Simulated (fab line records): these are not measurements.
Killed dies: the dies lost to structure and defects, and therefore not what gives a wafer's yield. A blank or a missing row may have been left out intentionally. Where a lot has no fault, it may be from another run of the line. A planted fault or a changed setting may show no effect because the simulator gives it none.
fab line records    flow sky130
record: lots: 6  wafers: 18  lastDay: 49
route steps=708 shown LI_CONTACT@385 LOCAL_INTERCONNECT@387 PAD_OPEN@708
lots with no fault: from the same line, run without faults
startH: hours from the record's opening day to when the first of the lot's shown wafers began    waitH: how many hours have passed since the lot's step before this one    " same as the row above    L1.1+2: several wafers, shown together as one row    - value missing, or start not given    * or withheld: withheld    < > ~ a bound
route shown NAME@n: NAME is a module with steps in the file, n the number in the route of the first one    usual: mean and standard deviation over wafers with no fault    same: alike in all rows    chamber/n: place in a boat    sites: the reading at each site    _std_site: the standard deviation of these    _edge_site: outer sites' mean less inner sites'    radiusMm: for every site, how far away it sits from the centre of the wafer    mask NAME#n: copy n    behind: the last tool/chamber to shape the wafer    hold: why the lot went on hold/how many hours it stayed there/how the hold came to an end    device: which transistor (n, p or np) failed to switch    end of line: at the end of the route, the tests of the same wafers    where a step has no rows: the recipe by itself    killed: not the wafer's yield, but the dies lost to structure and defects at the first sort    map: a wafer's dies, marking killed ones x, the rest . and places with no die _
set.NAME: the setting as run; set.NAME@STEP: as run at that earlier step    model.NAME: the simulator's own value behind a step, which no gauge read
certain route steps with their lots: each step a table, each wafer a row
services: from which hour (startH, from the record's first day; less than 0 if before it) a tool's chamber was out of use, for how many hours, and why
== steps ==
step: SKY_LI_CONTACT_THK_MEAS_23
recipe: thkMeasGauge: xrf  reads: W_of_LI_CONTACT_CVD_21
usual: LI_CONTACT_W_THK: 395/6.8
lot.wafer  tool          chamber  startH  waitH  LI_CONTACT_W_THK[nm]
L158.3     filmMetro-02  -        706.36  0.1    395
L158.5     "             -        "       "      394
L158.6     "             -        "       "      393
L159.3     filmMetro-03  -        709.96  0.1    395
L159.4     "             -        "       "      390
L159.6     "             -        "       "      397
L167.3     filmMetro-02  -        768.97  0.1    397
L167.4     "             -        "       "      404
L167.6     "             -        "       "      398
L168.3     filmMetro-02  -        775.81  0.1    403
L168.4     "             -        "       "      403
L168.6     "             -        "       "      406
L175.2     filmMetro-01  -        820.94  0.1    388
L175.3     "             -        "       "      390
L175.5     "             -        "       "      391
L174.2     filmMetro-01  -        824.64  0.1    393
L174.3     "             -        "       "      401
L174.6     "             -        "       "      396
step: SKY_LI_CONTACT_CMP_24
recipe: stopOn: PSG  tOverpolishS: 20  downForcePsi: 3.5  platenRpm: 60  targetThkNm: 0  padVelocityMS: 0.94248
usual: motorCurrentA: 11.3/1  overpolishRunS: 20.001/0.0088  retainingRingPressureFrac: 1.000/0.0049  timeToEndpointS: 96/3.2
lot.wafer  tool    chamber  startH  waitH  motorCurrentA  overpolishRunS  retainingRingPressureFrac  timeToEndpointS
L158.3     cmp-02  2        706.55  0.2    13.1           19.998          0.999                      94
L158.6     "       3        "       "      11.6           19.985          0.998                      98
L158.5     "       0        "       "      9.2            20.009          1.004                      97
L159.4     cmp-01  3        710.28  0.3    11.0           19.984          1.009                      101
L159.3     "       2        "       "      10.6           20.016          1.003                      97
L159.6     "       0        "       "      10.9           19.997          0.999                      96
L167.4     cmp-02  0        769.11  0.1    9.0            19.999          1.003                      98
L167.3     "       1        "       "      13.3           20.005          0.997                      94
L167.6     "       2        "       "      12.3           19.992          0.998                      92
L168.4     cmp-01  1        775.95  0.1    10.6           20.005          0.993                      100
L168.3     "       2        "       "      11.1           20.001          0.997                      96
L168.6     "       0        "       "      11.2           20.001          1.001                      94
L175.3     cmp-01  1        821.04  0.1    11.7           19.990          1.004                      95
L175.2     "       2        "       "      10.6           20.006          0.986                      94
L175.5     "       0        "       "      10.4           20.006          0.994                      91
L174.2     cmp-01  2        824.79  0.1    10.6           20.000          1.002                      96
L174.3     "       3        "       "      11.4           19.997          1.000                      99
L174.6     "       1        "       "      10.6           19.988          1.003                      101
step: SKY_LOCAL_INTERCONNECT_SPUTTER_00
recipe: material: TiN  targetThkNm: 100  tempC: 300  powerW: 6500  timeS: 83.3  chamberPressurePa: 0.4
usual: throttleValvePct: 30.2/0.68
lot.wafer  tool           chamber  startH  waitH  throttleValvePct
L158.3     pvdSputter-02  -        706.70  0.1    29.8
L158.5     "              -        "       "      29.3
L158.6     "              -        "       "      31.4
L159.3     pvdSputter-01  -        710.58  0.1    31.0
L159.4     "              -        "       "      29.9
L159.6     "              -        "       "      31.1
L167.3     pvdSputter-01  -        769.31  0.1    30.9
L167.4     "              -        "       "      30.0
L167.6     "              -        "       "      29.9
L168.3     pvdSputter-03  -        776.15  0.1    29.6
L168.4     "              -        "       "      30.3
L168.6     "              -        "       "      29.9
L175.2     pvdSputter-03  -        821.29  0.1    31.0
L175.3     "              -        "       "      30.0
L175.5     "              -        "       "      29.9
L174.2     pvdSputter-03  -        824.99  0.1    29.7
L174.3     "              -        "       "      30.3
L174.6     "              -        "       "      30.0
step: SKY_LOCAL_INTERCONNECT_RS_MEAS_01
recipe: thkMeasGauge: four-point-probe  reads: TiN_of_LOCAL_INTERCONNECT_SPUTTER_00
usual: LOCAL_INTERCONNECT_TIN_RS: 14.15/0.13
lot.wafer  tool          chamber  startH  waitH  LOCAL_INTERCONNECT_TIN_RS[ohm/sq]
L158.3     filmMetro-01  -        706.81  0.1    14.18
L158.5     "             -        "       "      14.21
L158.6     "             -        "       "      14.35
L159.3     filmMetro-01  -        710.69  0.1    14.11
L159.4     "             -        "       "      14.09
L159.6     "             -        "       "      13.98
L167.3     filmMetro-04  -        769.41  0.1    14.22
L167.4     "             -        "       "      14.16
L167.6     "             -        "       "      14.21
L168.3     filmMetro-02  -        776.26  0.1    14.11
L168.4     "             -        "       "      14.08
L168.6     "             -        "       "      14.00
L175.2     filmMetro-02  -        821.37  0.1    14.10
L175.3     "             -        "       "      14.18
L175.5     "             -        "       "      14.11
L174.2     filmMetro-04  -        825.07  0.1    14.15
L174.3     "             -        "       "      14.08
L174.6     "             -        "       "      14.35
step: SKY_LOCAL_INTERCONNECT_THK_MEAS_02
recipe: thkMeasGauge: xrf  reads: TiN_of_LOCAL_INTERCONNECT_SPUTTER_00
usual: LOCAL_INTERCONNECT_TIN_THK: 99.6/0.96
lot.wafer  tool          chamber  startH  waitH  LOCAL_INTERCONNECT_TIN_THK[nm]
L158.3     filmMetro-01  -        706.91  0.1    99.8
L158.5     "             -        "       "      99.5
L158.6     "             -        "       "      99.0
L159.3     filmMetro-01  -        710.79  0.1    100.7
L159.4     "             -        "       "      101.0
L159.6     "             -        "       "      101.4
L167.3     filmMetro-04  -        769.51  0.1    98.8
L167.4     "             -        "       "      99.5
L167.6     "             -        "       "      99.0
L168.3     filmMetro-02  -        776.36  0.1    99.0
L168.4     "             -        "       "      99.1
L168.6     "             -        "       "      100.0
L175.2     filmMetro-02  -        821.48  0.1    99.6
L175.3     "             -        "       "      98.8
L175.5     "             -        "       "      99.2
L174.2     filmMetro-04  -        825.18  0.1    99.4
L174.3     "             -        "       "      100.3
L174.6     "             -        "       "      98.5
step: SKY_LOCAL_INTERCONNECT_DEHYDRATE_03
recipe: tempC: 200  timeS: 60
step: SKY_LOCAL_INTERCONNECT_HMDS_04
recipe: primeTimeS: 60  primeTempC: 120
step: SKY_LOCAL_INTERCONNECT_COAT_05
recipe: resist: BARC  tempC: withheld  timeS: withheld  spinRpm: 3000  resistThkNm: 60
step: SKY_LOCAL_INTERCONNECT_COAT_06
recipe: resist: KrF-thick  spinRpm: 3000  resistThkNm: 450
step: SKY_LOCAL_INTERCONNECT_SOFTBAKE_07
recipe: tempC: 100  timeS: 90  resist: KrF-thick
step: SKY_LOCAL_INTERCONNECT_EXPOSE_08
recipe: maskId: LI1M  na: 0.8  sourceShape: annular  sigmaInner: 0.55  sigmaOuter: 0.85  targetCdNm: 170  doseMj: 28
step: SKY_LOCAL_INTERCONNECT_PEB_09
recipe: pebTempC: withheld  pebTimeS: withheld  resist: KrF-thick
step: SKY_LOCAL_INTERCONNECT_DEVELOP_10
recipe: developTimeS: 60  resist: KrF-thick  devTempC: 21
usual: developerTempC: 21.04/0.097
lot.wafer  tool           chamber  startH  waitH  developerTempC
L158.3     lithoTrack-04  0        734     -      21.01
L158.5     "              0        "       "      20.86
L158.6     "              0        "       "      20.97
L159.3     lithoTrack-02  0        738     -      20.90
L159.4     "              0        "       "      20.97
L159.6     "              0        "       "      21.12
L167.3     lithoTrack-02  0        796     -      23.04
L167.4     "              0        "       "      23.24
L167.6     "              0        "       "      23.30
L168.3     lithoTrack-02  0        802     -      23.16
L168.4     "              0        "       "      22.99
L168.6     "              0        "       "      23.19
L175.2     lithoTrack-04  0        847     -      21.00
L175.3     "              0        "       "      20.94
L175.5     "              0        "       "      21.14
L174.2     lithoTrack-01  0        850     -      20.98
L174.3     "              0        851     -      20.94
L174.6     "              0        "       "      21.01
step: SKY_LOCAL_INTERCONNECT_CD_MEAS_11
recipe: targetCdNm: 170
usual: cdNm: 170.4/1.6
lot.wafer  tool      chamber  startH  waitH  cdNm
L158.3     cdSem-02  -        734.71  -      168.2
L158.5     "         -        "       "      168.4
L158.6     "         -        "       "      168.0
L159.3     cdSem-02  -        738.91  -      169.9
L159.4     "         -        "       "      169.7
L159.6     "         -        "       "      169.2
L167.3     cdSem-01  -        796.31  -      168.3
L167.4     "         -        "       "      168.6
L167.6     "         -        "       "      169.0
L168.3     cdSem-02  -        802.66  -      168.6
L168.4     "         -        "       "      168.6
L168.6     "         -        "       "      169.4
L175.2     cdSem-02  -        847.59  -      174.1
L175.3     "         -        "       "      174.6
L175.5     "         -        "       "      174.0
L174.2     cdSem-02  -        851.14  -      171.0
L174.3     "         -        "       "      169.5
L174.6     "         -        "       "      170.4
step: SKY_PAD_OPEN_PROBE_99
usual: killed_at_M0_to_M3: 44/7  killed_at_M4_up: 3.4/1.7  killedAtContacts: 24/4.9  killedAtFrontEnd: 15/4.5  killedAtOther: 0.4/0.61  killedDies: 86/9.7  killedOpen: 47/7.1  killedShort: 39/6.1
same: grossDies: 492  killedAtBackSide: 0
lot.wafer  tool       chamber  startH   waitH  killed_at_M0_to_M3  killed_at_M4_up  killedAtContacts  killedAtFrontEnd  killedAtOther  killedDies  killedOpen  killedShort
L158.3     prober-01  -        1096.38  0.2    42                  4                28                11                0              85          49          36
L158.5     prober-01  -        1096.48  0.2    54                  9                31                17                0              111         55          56
L158.6     prober-01  -        1096.53  0.2    43                  4                22                15                0              84          44          40
L159.3     prober-02  -        1102.59  0.2    38                  3                30                9                 1              81          52          29
L159.4     prober-02  -        1102.64  0.2    47                  4                25                13                0              89          50          39
L159.6     prober-02  -        1102.74  0.2    41                  7                27                13                0              88          41          47
L167.3     prober-01  -        1146.31  0.2    33                  7                20                13                1              74          42          30
L167.4     prober-01  -        1146.36  0.2    43                  5                23                9                 0              80          42          38
L167.6     prober-01  -        1146.46  0.2    36                  3                24                12                1              76          39          35
L168.3     prober-02  -        1147.31  0.2    51                  4                30                13                2              100         61          39
L168.4     prober-02  -        1147.36  0.2    51                  1                27                19                0              98          56          42
L168.6     prober-02  -        1147.46  0.2    45                  2                19                16                0              82          48          34
L175.2     prober-02  -        1179.58  0.1    41                  3                23                16                1              84          47          37
L175.3     prober-02  -        1179.63  0.2    43                  3                28                17                1              92          53          39
L175.5     prober-02  -        1179.73  0.2    43                  5                14                18                1              81          46          34
L174.2     prober-01  -        1181.53  0.1    51                  2                26                21                0              100         60          39
L174.3     prober-01  -        1181.58  0.2    50                  3                25                15                0              93          47          43
L174.6     prober-01  -        1181.73  0.2    34                  5                29                14                0              82          49          33
killed by level:class
L158.3 CONTACT:geometricParticle:open=11 VIA2:geometricParticle:open=8 VIA1:geometricParticle:open=8 CONTACT:geometricParticle:short=7 VIA3:geometricParticle:open=6 LI_CONTACT:geometricParticle:short=5 LI_CONTACT:geometricParticle:open=4 VIA1:geometricParticle:short=4
L158.5 CONTACT:geometricParticle:open=11 METAL2:geometricParticle:short=11 VIA2:geometricParticle:open=8 VIA1:geometricParticle:short=7 LI_CONTACT:geometricParticle:open=7 VIA1:geometricParticle:open=7 FIELD_ISO:geometricParticle:open=6 VIA3:geometricParticle:open=6
L158.6 VIA1:geometricParticle:open=13 CONTACT:geometricParticle:open=10 CONTACT:geometricParticle:short=9 VIA1:geometricParticle:short=8 VIA2:geometricParticle:open=5 SPACER:geometricParticle:open=4 METAL4:geometricParticle:short=4 FIELD_ISO:geometricParticle:short=3
L159.3 CONTACT:geometricParticle:open=12 VIA1:geometricParticle:open=9 LI_CONTACT:geometricParticle:open=8 VIA1:geometricParticle:short=6 VIA3:geometricParticle:open=6 METAL2:geometricParticle:short=5 CONTACT:geometricParticle:short=5 VIA2:geometricParticle:open=5
L159.4 VIA1:geometricParticle:open=8 CONTACT:geometricParticle:open=8 VIA3:geometricParticle:open=7 CONTACT:geometricParticle:short=6 VIA2:geometricParticle:open=6 METAL1:geometricParticle:short=6 METAL1:geometricParticle:open=5 METAL2:geometricParticle:short=5
L159.6 VIA1:geometricParticle:open=10 LI_CONTACT:geometricParticle:open=8 METAL4:geometricParticle:short=6 CONTACT:geometricParticle:open=6 METAL1:geometricParticle:short=6 METAL2:geometricParticle:short=5 VIA2:geometricParticle:short=5 FIELD_ISO:geometricParticle:open=4
L167.3 VIA3:geometricParticle:open=8 CONTACT:geometricParticle:open=8 VIA1:geometricParticle:open=7 FIELD_ISO:geometricParticle:open=4 VIA1:geometricParticle:short=4 LI_CONTACT:geometricParticle:open=4 VIA2:geometricParticle:open=4 METAL4:geometricParticle:short=4
L167.4 VIA1:geometricParticle:open=11 CONTACT:geometricParticle:open=9 VIA3:geometricParticle:open=8 METAL1:geometricParticle:short=7 CONTACT:geometricParticle:short=6 METAL4:geometricParticle:short=4 VIA1:geometricParticle:short=4 VIA2:geometricParticle:short=4
L167.6 VIA1:geometricParticle:open=10 CONTACT:geometricParticle:open=9 LI_CONTACT:geometricParticle:open=6 METAL2:geometricParticle:short=6 FIELD_ISO:geometricParticle:short=5 LOCAL_INTERCONNECT:geometricParticle:short=4 VIA1:geometricParticle:short=4 CONTACT:geometricParticle:short=3
L168.3 VIA1:geometricParticle:open=14 VIA3:geometricParticle:open=12 LI_CONTACT:geometricParticle:open=11 CONTACT:geometricParticle:open=7 VIA2:geometricParticle:open=7 LOCAL_INTERCONNECT:geometricParticle:short=6 FIELD_ISO:geometricParticle:short=5 METAL3:geometricParticle:short=5
L168.4 VIA1:geometricParticle:open=12 VIA3:geometricParticle:open=10 CONTACT:geometricParticle:open=8 FIELD_ISO:geometricParticle:open=7 LI_CONTACT:geometricParticle:open=7 METAL1:geometricParticle:short=7 LOCAL_INTERCONNECT:geometricParticle:short=6 METAL2:geometricParticle:short=5
L168.6 VIA1:geometricParticle:open=11 VIA3:geometricParticle:open=9 LI_CONTACT:geometricParticle:open=5 CONTACT:geometricParticle:short=5 CONTACT:geometricParticle:open=5 FIELD_ISO:geometricParticle:open=4 POLY_GATE:geometricParticle:short=4 VIA2:geometricParticle:open=4
L175.2 VIA1:geometricParticle:open=11 CONTACT:geometricParticle:open=7 METAL2:geometricParticle:short=7 CONTACT:geometricParticle:short=6 METAL1:geometricParticle:short=6 LI_CONTACT:geometricParticle:open=5 VIA2:geometricParticle:open=5 FIELD_ISO:geometricParticle:open=4
L175.3 CONTACT:geometricParticle:open=10 VIA3:geometricParticle:open=9 VIA1:geometricParticle:open=8 LI_CONTACT:geometricParticle:open=7 VIA2:geometricParticle:open=7 FIELD_ISO:geometricParticle:short=6 FIELD_ISO:geometricParticle:open=6 LI_CONTACT:geometricParticle:short=6
L175.5 VIA1:geometricParticle:open=12 METAL2:geometricParticle:short=8 FIELD_ISO:geometricParticle:open=6 LI_CONTACT:geometricParticle:open=5 CONTACT:geometricParticle:open=5 VIA2:geometricParticle:open=5 FIELD_ISO:geometricParticle:short=4 POLY_GATE:geometricParticle:short=4
L174.2 VIA1:geometricParticle:open=20 CONTACT:geometricParticle:open=11 VIA2:geometricParticle:open=9 CONTACT:geometricParticle:short=7 METAL1:geometricParticle:short=5 POLY_GATE:geometricParticle:short=4 POLY_GATE:geometricParticle:open=4 LI_CONTACT:geometricParticle:open=4
L174.3 VIA1:geometricParticle:open=12 CONTACT:geometricParticle:open=8 LOCAL_INTERCONNECT:geometricParticle:short=5 VIA1:geometricParticle:short=5 VIA2:geometricParticle:open=5 VIA3:geometricParticle:short=5 VIA3:geometricParticle:open=5 FIELD_ISO:geometricParticle:open=4
L174.6 CONTACT:geometricParticle:open=14 CONTACT:geometricParticle:short=7 VIA3:geometricParticle:open=6 VIA2:geometricParticle:open=6 VIA1:geometricParticle:open=6 FIELD_ISO:geometricParticle:open=5 METAL1:geometricParticle:short=5 VIA1:geometricParticle:short=4
== services ==
tool           chamber  startH  hours  kind
cmp-02         -        685.62  4.6    pm
cmp-02         -        690.23  15.8   pm
lithoTrack-01  -        703.60  -      consumableReplace:filter
cmp-02         -        706.75  5.2    repair
cmp-02         -        707.29  1.0    repair
pvdSputter-02  -        708.55  1.4    repair
cmp-01         -        712.02  1.1    repair
cmp-02         -        712.35  2.3    repair
pvdSputter-01  -        715.45  3.6    repair
cmp-02         -        744.00  4.0    pm
cmp-02         -        748.00  -      consumableReplace:conditioner
cmp-02         -        748.00  -      consumableReplace:pad
cmp-01         -        764.36  0.8    repair
pvdSputter-02  -        768.86  9.1    repair
cmp-01         -        784.77  2.9    repair
cmp-02         -        787.81  5.6    pm
cmp-01         -        814.40  0.8    repair
pvdSputter-03  -        814.96  2.6    repair
cmp-01         -        826.95  4.8    pm
cmp-02         -        836.85  0.8    repair
cmp-02         -        846.64  2.4    repair
cmp-01         -        848.47  1.1    repair
== key ==
firstSign: step: SKY_LOCAL_INTERCONNECT_DEVELOP_10  reading: developerTempC  direction: up  sigmas: 22  usual: *  struck: *
effect none on later readings
metAt SKY_LOCAL_INTERCONNECT_DEVELOP_10
struckWafers L167.3,L167.4,L167.6,L168.3,L168.4,L168.6
testerLeftOut L167,L168
onsetBetween 738 796
fault: kind: processParameterDrift  tool: lithoTrack-02  chamber: -  onsetH: 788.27  steps: SKY_LOCAL_INTERCONNECT_DEVELOP_10  channel: devTempC  offset: *  shape: step  endH: 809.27  actsIn: *  stated: *
testerLeftOut: of these lots the tester's yield and bins aren't shown, on N5 and GAA mostly nor the transistor test; their killed dies are dies lost to structure and defects alone, not to doping, threshold or leakage, so they don't give the yield
